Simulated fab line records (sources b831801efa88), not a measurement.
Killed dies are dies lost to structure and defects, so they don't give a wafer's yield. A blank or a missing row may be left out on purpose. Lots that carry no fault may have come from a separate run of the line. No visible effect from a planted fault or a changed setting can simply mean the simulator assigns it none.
Problem report, 8D (eight disciplines) form, completed by code + flow sky130 + the parts of the form that need people (team, actions taken, sign-off) are left out

== 1. WHAT WENT WRONG ==
Mean of spin_speed_rpm at SKY_CONTACT_COAT_08: 3265.2 rpm across 6 wafers in 2 lots; on wafers with no fault it is 3000.2 rpm (standard deviation 1.9). That is +99 or more standard deviations from the usual mean.
The step: resist thk 60 nm.
First seen on wafer L266.1, day 33 20:48, on litho_track-04. The record holds 33 wafers of 11 lots with a number at this step. The rule behind "out" and "out of limits": a value lying over 4 standard deviations away from the usual mean. The rest of the wafers with a number are treated as sound.

== 2. WHAT IT IS, AND WHAT IT ISN'T ==
| question                    | is                     | is not                                                                                                  |
|-----------------------------|------------------------|---------------------------------------------------------------------------------------------------------|
| which readings at this step | spin_speed_rpm         | -                                                                                                       |
| which lots                  | L266, L267             | L260, L261, L272, L273, L274, L276, L277, L278, L280                                                    |
| which wafers of those lots  | all that have a number | -                                                                                                       |
| read on which tools         | litho_track-04         | litho_track-02, litho_track-03                                                                          |
| when                        | from day 33 20:48      | up to then (6 sound wafers); but 21 sound wafers of L272, L273, L274, L276, L277, L278, L280 came after |

== 3. SUSPECTS, AND WHAT RULES EACH OUT ==
Counting: a tool at any process step up to the reading remains a suspect when it ran all the lots that are out and ran no sound lot after the first of those.
- litho_track-04 at SKY_CONTACT_COAT_08 (resist thk 60 nm): ruled out as a lasting fault. The sound lots L278 went through it after L266, its earliest lot that is out (day 33 20:48).
Left after counting: nothing in the record.

== 4. THE CAUSE (what the simulator had put in) ==
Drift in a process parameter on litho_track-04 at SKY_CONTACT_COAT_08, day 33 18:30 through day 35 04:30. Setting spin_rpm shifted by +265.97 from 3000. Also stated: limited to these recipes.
Counting ruled it out, wrongly.

== 5. THE EFFECT CHAIN, in route order ==
Each row: a reading where the mean over the struck wafers with a number is more than 3 standard deviations away from the usual. Readings are gone through only where the record gives a usual standard deviation; hours: the median, over the lots, of the time from a lot's start at the first step in this table giving one to that lot's start at this step; sigmas: the change measured in usual standard deviations.
| hours | step                | reading        | usual      | on struck wafers | change | sigmas      |
|-------|---------------------|----------------|------------|------------------|--------|-------------|
| 0     | SKY_CONTACT_COAT_08 | spin_speed_rpm | 3000.2 rpm | 3265.2           | +265.0 | +99 or more |
| 14    | SKY_CONTACT_ETCH_16 | oes_product_au | 0.855 a.u. | 0.835            | -0.020 | -4.3        |
Here are the process steps it includes:
- SKY_CONTACT_COAT_08: resist thk 60 nm.
- SKY_CONTACT_ETCH_16: etches BARC in N2/H2, stops on SiO2, time 45.9 s, target depth 60 nm.

== 6. HOW IT WOULD HAVE BEEN CAUGHT EARLIER ==
The fault began at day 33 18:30; the first out-of-limits reading in this record came at day 33 20:48, 2 hours later.
